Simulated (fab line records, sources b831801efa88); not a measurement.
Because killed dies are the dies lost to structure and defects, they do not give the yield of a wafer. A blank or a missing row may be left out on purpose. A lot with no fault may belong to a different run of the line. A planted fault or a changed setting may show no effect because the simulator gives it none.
Which tool is to blame?    flow sky130    36 wafers from 12 lots sampled at 4 of the route's 708 steps

## WHAT THE GAUGES READ, wafer by wafer
SKY_VT_ADJUST_PCH_TW_MEAS_10. Usual: VT_ADJUST_PCH_TW typically reads 142.2, with standard deviation 1.5.
lot   measured      on             VT_ADJUST_PCH_TW   flag
L833  day 10 06:34  film metro-02  140.6 140.8 140.1  
L834  day 10 13:49  film metro-04  143.4 143.9 144.0  
L837  day 11 19:31  film metro-04  143.6 143.3 143.6  
L840  day 12 14:25  film metro-04  142.3 142.4 141.8  
L841  day 12 17:25  film metro-02  139.9 140.6 140.7  
L842  day 13 02:35  film metro-03  143.4 143.5 143.8  
L845  day 14 09:55  film metro-02  140.5 140.2 140.7  
L847  day 14 19:04  film metro-03  144.5 144.9 143.7  
L848  day 14 21:44  film metro-03  143.9 143.5 144.2  
L853  day 16 15:43  film metro-04  143.4 143.2 142.7  
L855  day 17 06:31  film metro-02  140.8 140.8 140.6  
L856  day 17 18:02  film metro-02  141.0 141.0 140.1  

SKY_SONOS_TUNNEL_CD_MEAS_07 targets a cd of 410 nm. Usual: cd nm reads 410.5 nm (standard deviation 2.2).
lot   measured      on         cd nm (nm)         flag
L833  day 11 05:20  cd sem-01  409.2 409.5 408.9  
L834  day 11 11:53  cd sem-02  412.2 414.3 413.7  
L837  day 12 17:34  cd sem-02  409.7 408.1 407.1  
L840  day 13 14:49  cd sem-02  412.6 411.7 410.1  
L841  day 13 17:37  cd sem-02  409.7 409.5 411.1  
L842  day 14 03:29  cd sem-01  411.2 409.8 409.1  
L845  day 15 13:25  cd sem-02  406.9 405.7 407.8  
L847  day 15 22:08  cd sem-01  - - -              OFF
L848  day 16 01:05  cd sem-02  - - -              OFF
L853  day 17 20:26  cd sem-02  411.4 410.3 411.2  
L855  day 18 11:26  cd sem-02  411.9 411.4 411.8  
L856  day 19 00:17  cd sem-01  410.9 410.1 412.1  

SKY_SONOS_ONO_THK_MEAS_01. Usual: SONOS_ONO_OXIDATION_THK typically reads 2.63 nm, with standard deviation 0.048.
lot   measured      on             SONOS_ONO_OXIDATION_THK (nm)  flag
L833  day 11 12:23  film metro-03  2.65 2.60 2.67                
L834  day 11 22:07  film metro-01  2.64 2.63 2.67                
L837  day 13 00:29  film metro-02  2.63 2.68 2.67                
L840  day 13 18:10  film metro-02  2.64 2.58 2.56                
L841  day 13 21:02  film metro-01  2.56 2.56 2.57                
L842  day 14 05:28  film metro-03  2.63 2.61 2.72                
L845  day 15 16:36  film metro-01  2.55 2.63 2.60                
L853  day 17 22:47  film metro-03  2.56 2.59 2.56                
L855  day 18 13:56  film metro-01  2.65 2.60 2.67                
L856  day 19 02:56  film metro-03  2.63 2.66 2.67                

## WHICH TOOL RAN EACH LOT (tool, then ch and the chambers of the sampled wafers, then the start)
lot   SKY_SONOS_TUNNEL_COAT_02
L833  litho track-02 ch 0, day 10 18:01
L834  litho track-03 ch 0, day 11 00:32
L837  litho track-02 ch 0, day 12 06:04
L840  litho track-04 ch 0, day 13 02:15
L841  litho track-04 ch 0, day 13 05:30
L842  litho track-02 ch 0, day 13 14:47
L845  litho track-04 ch 0, day 14 23:06
L847  litho track-04, day 15 08:02
L848  litho track-02, day 15 10:55
L853  litho track-03 ch 0, day 17 05:44
L855  litho track-02 ch 0, day 17 20:31
L856  litho track-04 ch 0, day 18 08:53
- SKY_SONOS_TUNNEL_COAT_02: resist thk 1140 nm.

## WHAT THE TOOLS THEMSELVES READ (means of the sampled wafers that have a number; where no wafer has one, the mark that the record gives instead)
SKY_SONOS_TUNNEL_COAT_02. Usual: chill plate temp C 23.04 C, standard deviation 0.1; dispense pressure kPa 56 kPa, standard deviation 3.4.
lot   tool            chill plate temp C (C)  dispense pressure kPa (kPa)  flag
L833  litho track-02  22.90                   51                           
L834  litho track-03  23.12                   59                           
L837  litho track-02  22.97                   51                           
L840  litho track-04  23.00                   58                           
L841  litho track-04  22.92                   58                           
L842  litho track-02  23.05                   51                           
L845  litho track-04  22.92                   58                           
L847  litho track-04  -                       -                            OFF
L848  litho track-02  -                       -                            OFF
L853  litho track-03  23.08                   59                           
L855  litho track-02  23.22                   51                           
L856  litho track-04  23.16                   58                           

## THE ANSWER, worked out from the rows above alone
Rule: a lot counts as off when the mean over its wafers that have a number is more than 3 standard deviations away from the usual mean. A lot without any number at a reading at which 4 lots or more have one is off too. The other lots that the step has rows for count as sound. The gauges are gone through in route order, then the tools' own readings, and for those a lot's mean is taken as printed above. At the first step where some lot is off, the reading lying furthest off is the one used; lots without a number count as furthest.
Off at SKY_SONOS_TUNNEL_CD_MEAS_07 (cd nm): L847, L848. Without a number there: L847, L848.
If a tool, at a process step before that reading, ran all the lots that are off and no sound lot after the first of them, it fits. The gauges at SKY_SONOS_TUNNEL_CD_MEAS_07 aren't tried: what is off there is off at SKY_SONOS_TUNNEL_COAT_02 too, on other tools, and a gauge's error can't cause that. No candidate that was tried fits.

## WHAT THE SIMULATOR PUT IN
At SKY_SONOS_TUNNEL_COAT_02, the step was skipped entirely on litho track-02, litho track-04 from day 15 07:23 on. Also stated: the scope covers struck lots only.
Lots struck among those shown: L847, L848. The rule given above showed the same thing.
